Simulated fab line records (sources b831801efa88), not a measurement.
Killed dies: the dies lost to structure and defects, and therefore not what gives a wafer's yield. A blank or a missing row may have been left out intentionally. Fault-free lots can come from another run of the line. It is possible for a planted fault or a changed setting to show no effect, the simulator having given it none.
A lot that was struck, set against a sound lot || flow sky130 || 15 out of 708 route steps
Sound: the wafers L174.1, L174.3, L174.5. The struck wafers were L182.2, L182.3, L182.4. The cause comes at the end.
Each step with rows lists, per side, the tool, then ch with its chambers, then its first start. Under that, the readings that differ: sound wafers || struck wafers || difference of the means || sigmas: that difference in standard deviations of wafers without a fault.
alike: readings whose means differ by less than 2 such deviations, and words and numbers that are the same on both sides. not compared: withheld readings, readings that some wafer has no value for, bounds like >300 that may hide the same value, and numbers for which the record gives no deviation and whose values overlap.
The two part at a step that has a row with sigmas, a row that says differs or no value, or rows on one side only. Non-overlapping numbers with no deviation appear without sigmas and do not part them. Lack of a reading on every wafer of one side parts them only where that side has two or more wafers.

SKY_GATE_OXIDE_OVL_MEAS_10:
  sound on overlay-01, day 14 08:38; struck on overlay-01, day 17 07:49
  alike: GATE_OXIDE_OVL
then, 2 steps without rows for these wafers: SKY_GATE_OXIDE_IMPLANT_11; SKY_GATE_OXIDE_WET_ETCH_12 (etches SiO2 in dHF, target depth 16.8 nm, time 336 s).
SKY_GATE_OXIDE_STRIP_13: strips in O2/N2.
  sound on plasma asher-04 ch 0,1, day 14 08:56; struck on plasma asher-01 ch 0,1, day 17 08:07
  alike: drypump motor current A, oes product au, strip time to endpoint s
  not compared: rf hours counter h
SKY_GATE_OXIDE_TW_MEAS_14:
  sound on film metro-04, day 14 09:02; struck on film metro-02, day 17 08:13
  alike: GATE_OXIDE_TW
then, 3 steps without rows for these wafers: SKY_GATE_OXIDE_CLEAN_15 (cleans in SC1/SC2, time 150 s); SKY_GATE_OXIDE_OXIDATION_16 (stabilise 600 s, purge 300 s, target thk 3.57 nm); SKY_POLY_GATE_CVD_00 (deposits poly-Si, target thk 180 nm, time 720 s).
SKY_POLY_GATE_THK_MEAS_01:
  sound on film metro-03, day 14 12:37; struck on film metro-01, day 17 11:04
  alike: POLY_GATE_CVD_00_THK
then, 3 steps without rows for these wafers: SKY_RES_PROTECT_DEHYDRATE_00 (time 60 s); SKY_RES_PROTECT_HMDS_01 (prime time 60 s); SKY_RES_PROTECT_COAT_02 (resist thk 1140 nm).
SKY_RES_PROTECT_SOFTBAKE_03: time 60 s.
  sound on litho track-04 ch 0, day 15 01:45; struck on litho track-01 ch 0, day 18 01:59
{"reading": "heater power total W (W)", "sound": "56.55 56.54 56.52", "struck": "57.51 57.60 57.63", "difference": "+1.04", "sigmas": "+23"}
{"reading": "plate temp C (C)", "sound": "90.00 90.00 89.92", "struck": "- - -", "difference": "no value on the struck wafers", "sigmas": ""}
{"reading": "run length s (s)", "sound": "88.88 88.96 89.07", "struck": "86.07 85.91 85.86", "difference": -3.02, "sigmas": -17}
  alike: chill plate temp C
then, 1 step without rows for these wafers: SKY_RES_PROTECT_EXPOSE_04 (exposes mask RPM, target cd 1270 nm).
SKY_PAD_OPEN_PROBE_99:
  rows exist in the record for the sound wafers here (prober-01, day 46 10:41), none for the struck ones

## WHERE THEY PART
First at SKY_RES_PROTECT_SOFTBAKE_03; last, within this record, at SKY_PAD_OPEN_PROBE_99.

WHY: what had been put in by the simulator
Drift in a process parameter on litho track-01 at SKY_RES_PROTECT_SOFTBAKE_03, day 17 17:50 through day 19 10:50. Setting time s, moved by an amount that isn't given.
